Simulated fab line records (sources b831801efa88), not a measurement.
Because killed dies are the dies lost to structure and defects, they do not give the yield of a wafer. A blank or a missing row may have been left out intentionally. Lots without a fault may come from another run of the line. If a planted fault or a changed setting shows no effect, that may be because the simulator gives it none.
Chamber matching | flow sky130 | rieDiel-04 running SKY_CONTACT_ETCH_16: 4 sister chambers
The step etches BARC in N2/H2, stops on SiO2, time 45.9 s, target depth 60 nm. 4 wafers are shown with their chamber, then 10 later ones without.

## WAFERS PAIRED WITH THEIR CHAMBERS
wafer  | chamber | drypumpMotorCurrentA (A)
L078.5 | 3       | 5.2
L085.5 | 0       | 5.6
L089.2 | 1       | 5.1
L089.5 | 2       | 6.1

## WAFERS WITH NO CHAMBER GIVEN
wafer  | drypumpMotorCurrentA (A)
L089.6 | 5.2
L091.1 | 5.2
L091.3 | 5.5
L091.5 | 5.2
L092.4 | 5.5
L092.5 | 5.2
L092.6 | 5.2
L096.1 | 5.6
L096.2 | 5.1
L096.5 | 5.6

## CHAMBER TAKEN BY EACH
wafer  | from the rows above | in truth
L089.6 | 3                   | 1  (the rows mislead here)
L091.1 | 3                   | 3
L091.3 | 0                   | 0
L091.5 | 3                   | 3
L092.4 | 0                   | 0
L092.5 | 3                   | 3
L092.6 | 3                   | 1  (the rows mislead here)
L096.1 | 0                   | 0
L096.2 | 1                   | 1
L096.5 | 0                   | 0
Placed correctly: 8 of 10. Not placeable from these rows: 0. Number placed wrongly: 2.
How it was worked out, from the rows above alone: a wafer's distance from a chamber is the root of the sum, over the readings, of the square of ((its reading less the chamber's mean) divided by the reading's scatter). If the next closest chamber is less than 2 further off than the closest, the wafer can't be placed; otherwise it belongs to the closest. Each chamber's mean is taken over the wafers shown for it. The scatter: root of mean squared gap, hidden wafer to nearest shown wafer, with one shown wafer a chamber.
